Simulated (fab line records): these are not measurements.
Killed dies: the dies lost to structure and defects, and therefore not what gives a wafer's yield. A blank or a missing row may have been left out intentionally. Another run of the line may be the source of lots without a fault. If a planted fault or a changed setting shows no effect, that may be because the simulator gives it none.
Which of the tools did it? + flow sky130 + 14 lots with 40 wafers sampled at 5 steps, on a route of 708 steps

WHAT THE GAUGES SHOWED, per wafer
SKY_LDD_LDN_TW_MEAS_13. Usual: LDD_LDN_TW gives 1487 (standard deviation 20).
| lot  | measured     | on           | LDD_LDN_TW     | flag |
|------|--------------|--------------|----------------|------|
| L766 | day 22 09:37 | filmMetro-02 | 1494 1498 1493 |      |
| L767 | day 23 00:55 | filmMetro-02 | 1515 1497 1506 |      |
| L769 | day 25 06:40 | filmMetro-01 | 1491 1486 1499 |      |
| L768 | day 25 06:59 | filmMetro-04 | 1462 1471 1466 |      |
| L770 | day 25 07:03 | filmMetro-02 | 1511 1511 1519 |      |
| L772 | day 25 10:14 | filmMetro-04 | 1469 1456 1476 |      |
| L773 | day 25 11:26 | filmMetro-04 | 1463 1466 1462 |      |
| L775 | day 26 01:18 | filmMetro-01 | 1491 1489 1484 |      |
| L774 | day 26 01:37 | filmMetro-01 | 1480 1487 1485 |      |
| L777 | day 26 17:29 | filmMetro-02 | 1506 1518 1517 |      |
| L781 | day 28 05:58 | filmMetro-02 | 30 1500        | OFF  |
| L783 | day 29 13:50 | filmMetro-01 | 1479 30        | OFF  |
| L788 | day 30 11:52 | filmMetro-04 | 1451 1451 1450 |      |
| L789 | day 30 14:37 | filmMetro-04 | 1458 1451 1445 |      |

SKY_SPACER_THK_MEAS_01. Usual: SPACER_CVD_00_THK gives 43.1 nm (standard deviation 0.34).
| lot  | measured     | on           | SPACER_CVD_00_THK (nm) | flag |
|------|--------------|--------------|------------------------|------|
| L766 | day 22 11:11 | filmMetro-04 | 43.6 43.6 43.6         |      |
| L767 | day 23 02:14 | filmMetro-01 | 43.3 43.8 43.6         |      |
| L769 | day 25 08:02 | filmMetro-04 | 42.8 43.1 42.6         |      |
| L768 | day 25 09:15 | filmMetro-01 | 43.2 42.8 43.1         |      |
| L770 | day 25 09:14 | filmMetro-04 | 43.3 43.4 43.3         |      |
| L772 | day 25 11:33 | filmMetro-01 | 42.8 42.9 43.0         |      |
| L773 | day 25 13:49 | filmMetro-03 | 43.2 43.2 43.2         |      |
| L775 | day 26 03:07 | filmMetro-04 | 43.5 43.5 43.8         |      |
| L774 | day 26 03:08 | filmMetro-01 | 43.5 43.6 43.3         |      |
| L777 | day 26 19:38 | filmMetro-04 | 42.7 42.7 43.0         |      |
| L781 | day 28 07:53 | filmMetro-01 | 43.8 43.6              |      |
| L783 | day 29 15:09 | filmMetro-01 | 42.9 42.6              |      |
| L788 | day 30 13:11 | filmMetro-04 | 43.1 43.0 43.0         |      |
| L789 | day 30 16:48 | filmMetro-03 | 42.5 42.3 42.6         |      |

SKY_POLY_CUT_CD_MEAS_08: the cd target is 270 nm. Usual: cdNm at 269.8 nm, with a standard deviation of 1.5.
| lot  | measured     | on       | cdNm (nm)         | flag |
|------|--------------|----------|-------------------|------|
| L766 | day 23 17:10 | cdSem-02 | 272.0 272.0 270.4 |      |
| L767 | day 24 07:59 | cdSem-01 | 267.8 270.0 268.1 |      |
| L769 | day 26 13:22 | cdSem-02 | 270.2 269.4 268.9 |      |
| L768 | day 26 13:55 | cdSem-02 | 269.6 268.6 268.6 |      |
| L770 | day 26 14:15 | cdSem-02 | 270.9 270.9 270.7 |      |
| L772 | day 26 16:27 | cdSem-02 | 269.4 268.8 269.3 |      |
| L773 | day 26 18:35 | cdSem-02 | 270.6 272.3 271.0 |      |
| L775 | day 27 08:34 | cdSem-01 | 267.6 266.5 267.4 |      |
| L774 | day 27 08:40 | cdSem-02 | 269.5 269.6 269.5 |      |
| L777 | day 28 00:35 | cdSem-02 | 270.1 270.3 271.4 |      |
| L781 | day 29 11:46 | cdSem-02 | 270.8 271.0       |      |
| L783 | day 30 19:02 | cdSem-01 | 269.6 269.9       |      |
| L788 | day 31 17:17 | cdSem-02 | 269.6 271.2 270.3 |      |
| L789 | day 31 21:30 | cdSem-01 | 268.5 269.1 268.9 |      |

TOOL THAT RAN EACH LOT (tool first, then ch and the chambers of the sampled wafers, then the start)
| lot  | SKY_POLY_GATE_ETCH_16             | SKY_LDD_LDN_DEVELOP_06           |
|------|-----------------------------------|----------------------------------|
| L766 | rieDiel-03 ch 0,2,3, day 15 22:25 | lithoTrack-02 ch 0, day 22 08:43 |
| L767 | rieDiel-03 ch 2,3, day 16 10:53   | lithoTrack-02 ch 0, day 23 00:01 |
| L769 | rieDiel-02 ch 0,3, day 18 14:47   | lithoTrack-02 ch 0, day 25 05:48 |
| L768 | rieDiel-01 ch 1,2, day 18 15:25   | lithoTrack-02 ch 0, day 25 06:07 |
| L770 | rieDiel-01 ch 1,2,3, day 18 17:35 | lithoTrack-01 ch 0, day 25 06:10 |
| L772 | rieDiel-01 ch 0,2, day 18 20:13   | lithoTrack-04 ch 0, day 25 09:22 |
| L773 | rieDiel-03 ch 1,2,3, day 18 21:13 | lithoTrack-04 ch 0, day 25 10:34 |
| L775 | rieDiel-01 ch 0,1,3, day 19 13:25 | lithoTrack-01 ch 0, day 26 00:25 |
| L774 | rieDiel-03 ch 0,1,2, day 19 13:46 | lithoTrack-01 ch 0, day 26 00:45 |
| L777 | rieDiel-02 ch 0,1,2, day 20 10:10 | lithoTrack-04 ch 0, day 26 16:37 |
| L781 | rieDiel-02 ch 0,1, day 21 23:26   | lithoTrack-04 ch 0, day 28 05:08 |
| L783 | rieDiel-02 ch 0,2, day 23 08:37   | lithoTrack-04 ch 0, day 29 12:56 |
| L788 | rieDiel-01 ch 0,1,3, day 24 09:56 | lithoTrack-02 ch 0, day 30 11:00 |
| L789 | rieDiel-01 ch 1,2,3, day 24 12:16 | lithoTrack-02 ch 0, day 30 13:43 |
- SKY_POLY_GATE_ETCH_16: etches Si3N4 in CH3F/O2, stops on poly-Si, time 147.5 s, target depth 75 nm.
- SKY_LDD_LDN_DEVELOP_06: develop time 60 s.

AS READ BY THE TOOLS THEMSELVES (means over the sampled wafers that have a number; for cases with no such wafer, the mark the record gives instead)
SKY_POLY_GATE_ETCH_16. Usual: drypumpMotorCurrentA 5.7 A, standard deviation 0.38; oesProductAu 0.640 a.u., standard deviation 0.0052; throttleValvePct 10.536 %, standard deviation 0.0095.
| lot  | tool       | drypumpMotorCurrentA (A) | oesProductAu (a.u.) | throttleValvePct (%) | flag |
|------|------------|--------------------------|---------------------|----------------------|------|
| L766 | rieDiel-03 | 6.1                      | 0.642               | 10.538               |      |
| L767 | rieDiel-03 | 5.9                      | 0.638               | 10.545               |      |
| L769 | rieDiel-02 | 5.4                      | 0.639               | 10.539               |      |
| L768 | rieDiel-01 | 5.5                      | 0.636               | 10.535               |      |
| L770 | rieDiel-01 | 5.8                      | 0.638               | 10.530               |      |
| L772 | rieDiel-01 | 5.6                      | 0.642               | 10.523               |      |
| L773 | rieDiel-03 | 5.7                      | 0.637               | 10.532               |      |
| L775 | rieDiel-01 | 6.0                      | 0.638               | 10.551               |      |
| L774 | rieDiel-03 | 6.0                      | 0.638               | 10.540               |      |
| L777 | rieDiel-02 | 5.6                      | 0.641               | 10.539               |      |
| L781 | rieDiel-02 | 5.5                      | 0.635               | 10.534               |      |
| L783 | rieDiel-02 | 5.7                      | 0.643               | 10.537               |      |
| L788 | rieDiel-01 | 6.0                      | 0.637               | 10.536               |      |
| L789 | rieDiel-01 | 5.8                      | 0.635               | 10.537               |      |

SKY_LDD_LDN_DEVELOP_06. Usual: chillPlateTempC at 23.01 C, with a standard deviation of 0.11.
| lot  | tool          | chillPlateTempC (C) | flag |
|------|---------------|---------------------|------|
| L766 | lithoTrack-02 | 23.04               |      |
| L767 | lithoTrack-02 | 23.11               |      |
| L769 | lithoTrack-02 | 23.12               |      |
| L768 | lithoTrack-02 | 22.95               |      |
| L770 | lithoTrack-01 | 22.93               |      |
| L772 | lithoTrack-04 | 22.87               |      |
| L773 | lithoTrack-04 | 23.00               |      |
| L775 | lithoTrack-01 | 23.19               |      |
| L774 | lithoTrack-01 | 22.97               |      |
| L777 | lithoTrack-04 | 23.10               |      |
| L781 | lithoTrack-04 | 22.93               |      |
| L783 | lithoTrack-04 | 22.95               |      |
| L788 | lithoTrack-02 | 22.87               |      |
| L789 | lithoTrack-02 | 23.07               |      |

THE ANSWER, worked out from the rows above alone
Rule: take the mean of a lot's wafers that have a number; if it is more than 3 standard deviations from the usual mean, the lot is off. A lot without any number at a reading at which 4 lots or more have one is off too. Any other lot the step has rows for is counted as sound. Order of review: gauges by route order, followed by the tools' own readings, for which a lot's mean as printed above is used. The first step at which some lot is off is used, and at that step the reading that is off furthest; a lot without a number counts as furthest.
Off: at SKY_LDD_LDN_TW_MEAS_13 (LDD_LDN_TW), L781, L783.
If a tool, at a process step before that reading, ran all the lots that are off and no sound lot after the first of them, it fits. Gauges at SKY_LDD_LDN_TW_MEAS_13: tried the same way as those tools. 2 tools fit, rieDiel-02 at SKY_POLY_GATE_ETCH_16 and lithoTrack-04 at SKY_LDD_LDN_DEVELOP_06, so this cannot tell which one it is.

WHAT THE SIMULATOR HAD PUT IN
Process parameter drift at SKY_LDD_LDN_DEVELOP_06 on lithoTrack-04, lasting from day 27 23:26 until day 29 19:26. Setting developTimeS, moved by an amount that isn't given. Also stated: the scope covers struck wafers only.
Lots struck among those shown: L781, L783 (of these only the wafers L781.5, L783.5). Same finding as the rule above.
